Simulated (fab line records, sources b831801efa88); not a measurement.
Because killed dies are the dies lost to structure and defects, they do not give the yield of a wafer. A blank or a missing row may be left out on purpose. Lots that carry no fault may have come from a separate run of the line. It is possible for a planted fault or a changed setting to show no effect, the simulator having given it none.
fab line records | flow sky130
record: lots: 13 | wafers: 38 | lastDay: 50
route steps=708 shown GATE_OXIDE@201 RES_XHIGH@339 LOCAL_INTERCONNECT@402 CONTACT@411
lots that met no fault: from a run of the same line without faults
startH: hours from the record's opening day to when the first of the lot's shown wafers began | waitH: how many hours have passed since the lot's step before this one | " the same as in the row above | L1.1+2: a row that stands for several wafers | - either no value or no given start | * or withheld: withheld | < > ~ a bound
route shown NAME@n: names a module that has steps shown in the file, with the first one's number in the route | usual: mean and standard deviation over wafers with no fault | same: alike in all rows | chamber/n: place in a boat | sites: the reading at each site | _std_site: standard deviation of those values | _edge_site: the outer-site mean with the inner-site mean subtracted | radiusMm: for every site, how far away it sits from the centre of the wafer | mask NAME#n: copy n | behind: the tool/chamber that last shaped the wafer | hold: the reason the lot was held/the length of the hold in hours/how it ended | device: the transistor (n, p or np) that didn't switch | end of line: tests of these same wafers at the route's end | a step with no rows: only its recipe | killed: dies that structure and defects cost at the first sort, which is not the same as the wafer's yield | map: the dies of a wafer, with x for killed, . for not killed, _ for no die there
set.NAME: the setting the step ran with; set.NAME@STEP: the setting that earlier step ran with | model.NAME: the simulator's own value behind a step, which no gauge read
steps of the route over a sample of lots; a table a step, a row a wafer
services: a tool's chamber out of use, with start hour (startH, from the record's first day; less than 0 if before it), hours out, and reason
== steps ==
step: SKY_GATE_OXIDE_TW_MEAS_14
usual: GATE_OXIDE_TW: 223.4/1.7
lot.wafer | tool         | chamber | startH | waitH | GATE_OXIDE_TW
L733.1    | filmMetro-01 | -       | 316.38 | 0.1   | 225.1
L733.3    | "            | -       | "      | "     | 225.6
L733.6    | "            | -       | "      | "     | 224.6
L734.2    | filmMetro-02 | -       | 330.32 | 0.1   | 226.8
L734.3    | "            | -       | "      | "     | 225.1
L734.6    | "            | -       | "      | "     | 224.4
L735.2    | filmMetro-01 | -       | 340.02 | 0.1   | 223.0
L735.3    | "            | -       | "      | "     | 223.6
L735.5    | "            | -       | "      | "     | 222.9
L738.2    | filmMetro-02 | -       | 354.38 | 0.1   | 224.4
L738.3    | "            | -       | "      | "     | 225.5
L738.4    | "            | -       | "      | "     | 225.3
L739.1    | filmMetro-03 | -       | 363.04 | 0.1   | 221.9
L739.2    | "            | -       | "      | "     | 222.8
L739.3    | "            | -       | "      | "     | 221.5
L741.1    | filmMetro-02 | -       | 377.00 | 0.1   | 225.1
L741.2    | "            | -       | "      | "     | 226.2
L741.5    | "            | -       | "      | "     | 225.9
L742.1    | filmMetro-03 | -       | 385.58 | 0.1   | 220.1
L742.4    | "            | -       | "      | "     | 221.6
L742.5    | "            | -       | "      | "     | 221.7
L744.2    | filmMetro-02 | -       | 402.99 | 0.1   | 223.9
L744.3    | "            | -       | "      | "     | 223.9
L744.5    | "            | -       | "      | "     | 223.6
L745.1    | filmMetro-01 | -       | 407.39 | 0.1   | 223.5
L745.4    | "            | -       | "      | "     | 223.7
L745.6    | "            | -       | "      | "     | 222.5
L746.2    | filmMetro-02 | -       | 417.29 | 0.1   | 224.2
L746.4    | "            | -       | "      | "     | 223.8
L746.6    | "            | -       | "      | "     | 224.4
L747.1    | filmMetro-01 | -       | 425.21 | 0.1   | 220.6
L747.3    | "            | -       | "      | "     | 222.0
L747.4    | "            | -       | "      | "     | 219.7
L752.5    | filmMetro-03 | -       | 466.07 | 0.0   | 221.0
L752.6    | "            | -       | "      | "     | 221.4
L756.2    | filmMetro-02 | -       | 497.59 | 0.1   | 223.0
L756.3    | "            | -       | "      | "     | 224.0
L756.4    | "            | -       | "      | "     | 223.7
step: SKY_RES_XHIGH_IMPLANT_07
recipe: species: BF2 | energyKev: 20 | doseCm2: 3.6e+14 | tiltDeg: 0
usual: beamOnS: 40/3.6
lot.wafer | tool         | chamber | startH | waitH | beamOnS
L733.1    | implanter-03 | 0       | 630.75 | 0.1   | 35
L733.3    | "            | 0       | "      | "     | 36
L733.6    | "            | 0       | "      | "     | 36
L734.2    | implanter-01 | 0       | 639.34 | 0.1   | 46
L734.3    | "            | 0       | "      | "     | 45
L734.6    | "            | 0       | "      | "     | 46
L735.2    | implanter-03 | 0       | 652.97 | 0.1   | 35
L735.3    | "            | 0       | "      | "     | 35
L735.5    | "            | 0       | "      | "     | 36
L738.2    | implanter-01 | 0       | 667.09 | 0.1   | 45
L738.3    | "            | 0       | "      | "     | 44
L738.4    | "            | 0       | "      | "     | 45
L739.1    | implanter-04 | 0       | 673.20 | 0.1   | 39
L739.2    | "            | 0       | "      | "     | 39
L739.3    | "            | 0       | "      | "     | 39
L741.1    | implanter-01 | 0       | 688.96 | 0.1   | 44
L741.2    | "            | 0       | "      | "     | 44
L741.5    | "            | 0       | "      | "     | 44
L742.1    | implanter-01 | 0       | 698.41 | 0.1   | 43
L742.4    | "            | 0       | "      | "     | 44
L742.5    | "            | 0       | "      | "     | 45
L744.2    | implanter-01 | 0       | 713.87 | 0.1   | 44
L744.3    | "            | 0       | "      | "     | 44
L744.5    | "            | 0       | "      | "     | 44
L745.1    | implanter-04 | 0       | 716.91 | 0.1   | 38
L745.4    | "            | 0       | "      | "     | 39
L745.6    | "            | 0       | "      | "     | 38
L746.2    | implanter-04 | 0       | 724.97 | 0.1   | 40
L746.4    | "            | 0       | "      | "     | 39
L746.6    | "            | 0       | "      | "     | 39
L747.1    | implanter-01 | 0       | 735.40 | 0.1   | 44
L747.3    | "            | 0       | "      | "     | 43
L747.4    | "            | 0       | "      | "     | 45
L752.5    | implanter-04 | 0       | 770.59 | 0.1   | 32
L752.6    | "            | 0       | "      | "     | 38
L756.2    | implanter-03 | 0       | 798.24 | 0.1   | 35
L756.3    | "            | 0       | "      | "     | 35
L756.4    | "            | 0       | "      | "     | 36
step: SKY_SD_N_RS_MEAS_18
recipe: thkMeasGauge: four-point-probe
usual: RES_XHIGH_RS: 333.2/1.1
lot.wafer | tool         | chamber | startH | waitH | RES_XHIGH_RS[ohm/sq]
L733.1    | filmMetro-01 | -       | 660.61 | 0.1   | 333.8
L733.3    | "            | -       | "      | "     | 333.6
L733.6    | "            | -       | "      | "     | 333.5
L734.2    | filmMetro-04 | -       | 669.67 | 0.1   | 333.7
L734.3    | "            | -       | "      | "     | 334.7
L734.6    | "            | -       | "      | "     | 334.1
L735.2    | filmMetro-02 | -       | 682.77 | 0.1   | 332.3
L735.3    | "            | -       | "      | "     | 331.5
L735.5    | "            | -       | "      | "     | 331.8
L738.2    | filmMetro-04 | -       | 696.73 | 0.1   | 332.4
L738.3    | "            | -       | "      | "     | 332.6
L738.4    | "            | -       | "      | "     | 331.9
L739.1    | filmMetro-01 | -       | 703.15 | 0.1   | 333.9
L739.2    | "            | -       | "      | "     | 332.8
L739.3    | "            | -       | "      | "     | 331.8
L741.1    | filmMetro-01 | -       | 718.15 | 0.1   | 333.9
L741.2    | "            | -       | "      | "     | 334.5
L741.5    | "            | -       | "      | "     | 334.6
L742.1    | filmMetro-01 | -       | 727.95 | 0.1   | 335.1
L742.4    | "            | -       | "      | "     | 335.2
L742.5    | "            | -       | "      | "     | 335.1
L744.2    | filmMetro-01 | -       | 742.37 | 0.1   | 333.5
L744.3    | "            | -       | "      | "     | 333.8
L744.5    | "            | -       | "      | "     | 335.1
L745.1    | filmMetro-02 | -       | 745.70 | 0.1   | 332.0
L745.4    | "            | -       | "      | "     | 331.3
L745.6    | "            | -       | "      | "     | 332.4
L746.2    | filmMetro-01 | -       | 753.02 | 0.1   | 333.4
L746.4    | "            | -       | "      | "     | 334.2
L746.6    | "            | -       | "      | "     | 332.7
L747.1    | filmMetro-04 | -       | 764.16 | 0.1   | 334.0
L747.3    | "            | -       | "      | "     | 333.2
L747.4    | "            | -       | "      | "     | 334.5
L752.5    | filmMetro-04 | -       | 797.48 | 0.1   | 377.6
L752.6    | "            | -       | "      | "     | 333.2
L756.2    | filmMetro-04 | -       | 825.56 | 0.1   | 333.7
L756.3    | "            | -       | "      | "     | 334.3
L756.4    | "            | -       | "      | "     | 332.5
step: SKY_LOCAL_INTERCONNECT_STRIP_15
recipe: chemistry: O2/N2 | powerW: 1400 | pressureMtorr: 1500 | platenTempC: withheld | o2FlowSccm: 3000 | n2FlowSccm: 300 | overashFraction: 0.5
usual: drypumpMotorCurrentA: 6.1/0.32 | oesProductAu: 0.426/0.0045 | stripTimeToEndpointS: 4.721/0.019
lot.wafer | tool           | chamber | startH | waitH | drypumpMotorCurrentA | oesProductAu | rfHoursCounterH | stripTimeToEndpointS
L733.1    | plasmaAsher-02 | 0       | 719.13 | 0.0   | 5.7                  | 0.429        | 29              | 4.706
L733.3    | "              | 1       | "      | "     | 6.1                  | 0.426        | -               | 4.729
L733.6    | "              | 1       | "      | "     | 6.1                  | 0.432        | -               | 4.708
L734.2    | plasmaAsher-02 | 0       | 728.39 | 0.0   | 5.7                  | 0.422        | 30              | 4.703
L734.3    | "              | 1       | "      | "     | 6.1                  | 0.422        | -               | 4.743
L734.6    | "              | 0       | "      | "     | 5.7                  | 0.429        | -               | 4.738
L735.2    | plasmaAsher-03 | 0       | 740.13 | 0.0   | 6.3                  | 0.419        | 93              | 4.730
L735.3    | "              | 1       | "      | "     | 6.6                  | 0.430        | -               | 4.710
L735.5    | "              | 0       | "      | "     | 6.3                  | 0.419        | -               | 4.715
L738.2    | plasmaAsher-03 | 1       | 754.98 | 0.0   | 6.5                  | 0.422        | 94              | 4.699
L738.3    | "              | 0       | "      | "     | 6.3                  | 0.428        | -               | 4.716
L738.4    | "              | 1       | "      | "     | 6.5                  | 0.422        | -               | 4.719
L739.1    | plasmaAsher-02 | 0       | 761.08 | 0.0   | 5.7                  | 0.433        | 34              | 4.721
L739.2    | "              | 1       | "      | "     | 6.1                  | 0.420        | 34              | 4.716
L739.3    | "              | 0       | "      | "     | 5.7                  | 0.430        | -               | 4.714
L741.1    | plasmaAsher-03 | 1       | 775.73 | 0.0   | 6.5                  | 0.427        | 96              | 4.720
L741.2    | "              | 0       | "      | "     | 6.3                  | 0.422        | 96              | 4.747
L741.5    | "              | 0       | "      | "     | 6.3                  | 0.423        | -               | 4.712
L742.1    | plasmaAsher-04 | 0       | 784.89 | 0.0   | 6.3                  | 0.427        | 4               | 4.745
L742.4    | "              | 1       | "      | "     | 5.2                  | 0.424        | -               | 4.734
L742.5    | "              | 1       | "      | "     | 5.2                  | 0.420        | -               | 4.751
L744.2    | plasmaAsher-03 | 1       | 798.83 | 0.0   | 6.5                  | 0.423        | 98              | 4.743
L744.3    | "              | 1       | "      | "     | 6.5                  | 0.424        | -               | 4.709
L744.5    | "              | 0       | "      | "     | 6.3                  | 0.425        | -               | 4.744
L745.1    | plasmaAsher-02 | 0       | 801.78 | 0.0   | 5.7                  | 0.425        | 38              | 4.715
L745.4    | "              | 1       | "      | "     | 6.1                  | 0.434        | -               | 4.734
L745.6    | "              | 0       | "      | "     | 5.7                  | 0.430        | -               | 4.708
L746.2    | plasmaAsher-03 | 1       | 807.98 | 0.0   | 6.5                  | 0.426        | 99              | 4.741
L746.4    | "              | 1       | "      | "     | 6.5                  | 0.427        | -               | 4.728
L746.6    | "              | 0       | "      | "     | 6.3                  | 0.433        | -               | 4.734
L747.1    | plasmaAsher-03 | 1       | 819.38 | 0.0   | 6.5                  | 0.425        | 101             | 4.736
L747.3    | "              | 1       | "      | "     | 6.5                  | 0.429        | -               | 4.742
L747.4    | "              | 0       | "      | "     | 6.3                  | 0.432        | -               | 4.727
L752.5    | plasmaAsher-02 | 0       | 852.98 | 0.1   | 5.7                  | 0.428        | -               | 4.748
L752.6    | "              | 1       | "      | "     | 6.1                  | 0.424        | -               | 4.742
L756.2    | plasmaAsher-03 | 1       | 880.25 | 0.0   | 6.5                  | 0.429        | 107             | 4.735
L756.3    | "              | 0       | "      | "     | 6.3                  | 0.421        | -               | 4.701
L756.4    | "              | 1       | "      | "     | 6.5                  | 0.431        | -               | 4.741
step: SKY_CONTACT_BOW_MEAS_05
recipe: mode: bow
usual: CONTACT_BOW: 82/7
lot.wafer | tool         | chamber | startH | waitH | CONTACT_BOW[um]
L733.1    | filmMetro-04 | -       | 720.24 | 0.1   | 97
L733.3    | "            | -       | "      | "     | 86
L733.6    | "            | -       | "      | "     | 79
L734.2    | filmMetro-03 | -       | 729.53 | 0.3   | 70
L734.3    | "            | -       | "      | "     | 74
L734.6    | "            | -       | "      | "     | 72
L735.2    | filmMetro-04 | -       | 741.26 | 0.2   | 81
L735.3    | "            | -       | "      | "     | 68
L735.5    | "            | -       | "      | "     | 69
L738.2    | filmMetro-04 | -       | 756.12 | 0.3   | 77
L738.3    | "            | -       | "      | "     | 76
L738.4    | "            | -       | "      | "     | 86
L739.1    | filmMetro-03 | -       | 762.20 | 0.1   | 85
L739.2    | "            | -       | "      | "     | 94
L739.3    | "            | -       | "      | "     | 85
L741.1    | filmMetro-04 | -       | 776.89 | 0.2   | 76
L741.2    | "            | -       | "      | "     | 87
L741.5    | "            | -       | "      | "     | 88
L742.1    | filmMetro-02 | -       | 786.07 | 0.2   | 80
L742.4    | "            | -       | "      | "     | 79
L742.5    | "            | -       | "      | "     | 92
L744.2    | filmMetro-03 | -       | 799.97 | 0.2   | 88
L744.3    | "            | -       | "      | "     | 87
L744.5    | "            | -       | "      | "     | 70
L745.1    | filmMetro-04 | -       | 802.89 | 0.2   | 80
L745.4    | "            | -       | "      | "     | 70
L745.6    | "            | -       | "      | "     | 73
L746.2    | filmMetro-04 | -       | 809.12 | 0.2   | 80
L746.4    | "            | -       | "      | "     | 85
L746.6    | "            | -       | "      | "     | 83
L747.1    | filmMetro-02 | -       | 820.50 | 0.1   | 91
L747.3    | "            | -       | "      | "     | 81
L747.4    | "            | -       | "      | "     | 83
L752.5    | filmMetro-02 | -       | 854.14 | 0.1   | 86
L752.6    | "            | -       | "      | "     | 91
L756.2    | filmMetro-03 | -       | 881.41 | 0.1   | 68
L756.3    | "            | -       | "      | "     | 79
L756.4    | "            | -       | "      | "     | 90
== services ==
tool           | chamber | startH | hours | kind
implanter-01   | -       | 607.07 | 4.1   | repair
implanter-01   | -       | 656.12 | 3.2   | pm
implanter-04   | -       | 656.32 | 5.9   | repair
plasmaAsher-04 | -       | 659.00 | 1.8   | repair
implanter-03   | -       | 667.64 | 1.9   | repair
plasmaAsher-04 | -       | 683.71 | 37.8  | repair
plasmaAsher-04 | -       | 733.75 | 9.0   | pm
plasmaAsher-04 | 0       | 733.75 | 9.0   | ventCycle
plasmaAsher-04 | 1       | 733.75 | 9.0   | ventCycle
implanter-03   | -       | 742.03 | 45.8  | repair
plasmaAsher-04 | 0       | 742.75 | -     | clean
plasmaAsher-04 | 1       | 742.75 | -     | clean
plasmaAsher-03 | -       | 766.98 | 2.8   | pm
plasmaAsher-04 | -       | 767.32 | 0.8   | repair
plasmaAsher-04 | -       | 777.62 | 2.9   | repair
implanter-03   | -       | 809.33 | 52.0  | pm
implanter-04   | -       | 809.78 | 3.0   | pm
plasmaAsher-04 | -       | 818.71 | 15.6  | pm
implanter-04   | -       | 842.01 | 3.2   | pm
implanter-04   | -       | 873.92 | 2.7   | repair
== key ==
firstSign: step: SKY_SD_N_RS_MEAS_18 | reading: RES_XHIGH_RS | direction: up | sigmas: 42 | usual: 333.2 | struck: 377.6
effect none on later readings
metAt SKY_RES_XHIGH_IMPLANT_07
struckLots L752
struckWafers L752.5
testerLeftOut L752
notActingAt SKY_GATE_OXIDE_TW_MEAS_14,SKY_LOCAL_INTERCONNECT_STRIP_15,SKY_CONTACT_BOW_MEAS_05
onsetBetween 724.97 770.59
fault: kind: processParameterDrift | tool: implanter-04 | chamber: - | onsetH: 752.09 | steps: SKY_RES_XHIGH_IMPLANT_07 | channel: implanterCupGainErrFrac | offset: 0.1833 | shape: step | endH: 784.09 | scope: struckWafersOnly
testerLeftOut: of these lots the tester's yield and bins aren't shown, on N5 and GAA mostly nor the transistor test; their killed dies are dies lost to structure and defects alone, not to doping, threshold or leakage, so they don't give the yield
